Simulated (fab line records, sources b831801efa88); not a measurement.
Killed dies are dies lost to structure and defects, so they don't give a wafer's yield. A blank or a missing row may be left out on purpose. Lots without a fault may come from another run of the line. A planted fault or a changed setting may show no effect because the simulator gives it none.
Which tool did it? | flow gf180mcu | 6 lots, 18 wafers sampled, at 1 step of a route of 602

WHAT THE GAUGES READ, wafer by wafer
GF_HV_LDD_OVL_MEAS_47.
lot  | measured     | on         | HV_LDD_03_OVL (nm)
L740 | day 13 02:40 | overlay-02 | 1.6 2.5 2.0
L742 | day 14 08:01 | overlay-02 | -1.6 -2.9 -0.6
L745 | day 15 14:26 | overlay-01 | -3.3 -2.3 -4.6
L747 | day 16 03:10 | overlay-02 | -0.7 0.0 -1.6
L751 | day 17 12:52 | overlay-01 | -1.3 -1.6 -1.5
L759 | day 19 13:44 | overlay-01 | 0.4 0.4 -1.8

WHICH TOOL RAN EACH LOT (tool, then ch and the chambers of the sampled wafers, then the start)
The record holds no process step before these readings.

THE ANSWER, worked out from the rows above alone
Rule: what is usual is taken from the lots themselves. Put in order of their means at a reading, lots are off if they are a third of the lots or fewer, leave a main group of 4 or more, and stand apart from it by a gap of 3 or more times the standard deviation of the main group's means; of several such gaps the widest counts. A main group whose means are all the same, to the digits that the tables above print for the reading, isn't used. A lot without any number at a reading at which 4 lots or more have one is off too. The other lots that the step has rows for count as sound.
No lot is off at any reading shown: from this, nothing can be told.

WHAT THE SIMULATOR HAD PUT IN
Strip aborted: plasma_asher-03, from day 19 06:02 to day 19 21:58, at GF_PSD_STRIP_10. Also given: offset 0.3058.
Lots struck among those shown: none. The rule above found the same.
